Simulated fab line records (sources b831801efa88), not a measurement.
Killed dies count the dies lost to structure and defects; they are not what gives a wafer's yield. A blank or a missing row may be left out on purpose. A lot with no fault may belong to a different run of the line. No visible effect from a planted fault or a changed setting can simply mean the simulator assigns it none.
Which tool was responsible? + flow sky130 + 14 lots, 42 wafers sampled, at 2 steps of a route of 708

== WHAT EACH GAUGE READ, for each wafer ==
SKY_CAPM_RS_MEAS_03: measurement is done with a four-point probe.
| lot  | measured     | on           | CAPM_TIN_RS (ohm/sq) |
|------|--------------|--------------|----------------------|
| L572 | day 36 09:36 | filmMetro-03 | 7.01 6.99 6.96       |
| L574 | day 37 00:52 | filmMetro-01 | 7.09 7.01 6.99       |
| L578 | day 38 01:16 | filmMetro-03 | 6.89 6.86 6.83       |
| L577 | day 38 01:59 | filmMetro-04 | 6.81 6.75 6.71       |
| L582 | day 39 22:01 | filmMetro-04 | 6.80 6.78 6.77       |
| L583 | day 40 05:15 | filmMetro-04 | 6.95 6.98 6.89       |
| L586 | day 40 23:39 | filmMetro-04 | 6.86 6.91 6.94       |
| L589 | day 42 03:56 | filmMetro-03 | 6.86 6.95 6.79       |
| L588 | day 42 05:25 | filmMetro-03 | 6.90 6.81 7.02       |
| L590 | day 42 06:03 | filmMetro-03 | 6.94 6.91 6.91       |
| L591 | day 42 08:59 | filmMetro-03 | 6.90 6.95 6.87       |
| L592 | day 42 11:54 | filmMetro-03 | 6.80 6.77 6.74       |
| L594 | day 43 02:20 | filmMetro-04 | 6.96 6.96 6.92       |
| L595 | day 43 09:14 | filmMetro-01 | 6.85 6.76 6.94       |

SKY_METAL3_OVL_MEAS_14.
| lot  | measured     | on         | METAL3_OVL (nm) |
|------|--------------|------------|-----------------|
| L572 | day 38 14:08 | overlay-02 | 14 2 9          |
| L574 | day 39 03:22 | overlay-02 | -6 5 8          |
| L578 | day 40 04:38 | overlay-01 | 0 4 -3          |
| L577 | day 40 05:17 | overlay-01 | 6 12 7          |
| L582 | day 41 22:04 | overlay-02 | -1 0 -4         |
| L583 | day 42 06:10 | overlay-02 | -6 -1 1         |
| L586 | day 43 00:52 | overlay-01 | 0 5 6           |
| L589 | day 44 02:50 | overlay-01 | 2 10 0          |
| L588 | day 44 04:11 | overlay-02 | 4 -7 -1         |
| L590 | day 44 05:20 | overlay-01 | -4 9 2          |
| L591 | day 44 07:17 | overlay-02 | -2 1 -4         |
| L592 | day 44 09:24 | overlay-01 | -4 -7 1         |
| L594 | day 44 23:22 | overlay-02 | 0 7 1           |
| L595 | day 45 06:14 | overlay-01 | -2 1 5          |

== EACH LOT AND THE TOOL THAT RAN IT (in order: tool; ch and the chambers of the sampled wafers; start) ==
The record holds no process step before these readings.

== AS READ BY THE TOOLS THEMSELVES (means over the sampled wafers that have a number; for cases with no such wafer, the mark the record gives instead) ==
The record holds no such reading with a usual standard deviation.

== THE ANSWER, worked out from the rows above alone ==
Rule: what is usual is taken from the lots themselves. The widest of any qualifying gaps counts: lots, ordered by their means at a reading, are off when they make up no more than a third of the lots, leave a main group of 4 or more, and stand apart from it by 3 or more times the standard deviation of that group's means. Not used: any main group whose means are identical at the precision the tables above print for the reading. A lot without any number at a reading at which 4 lots or more have one is off too. Any other lot the step has rows for is counted as sound. After the gauges, taken in route order, come the tools' own readings; for these a lot's mean is taken, as printed above. The first step at which some lot is off is used, and at that step the reading that is off furthest; a lot without a number counts as furthest.
No lot is off on any of the readings shown, so nothing can be concluded from this.

== WHAT THE SIMULATOR PUT IN ==
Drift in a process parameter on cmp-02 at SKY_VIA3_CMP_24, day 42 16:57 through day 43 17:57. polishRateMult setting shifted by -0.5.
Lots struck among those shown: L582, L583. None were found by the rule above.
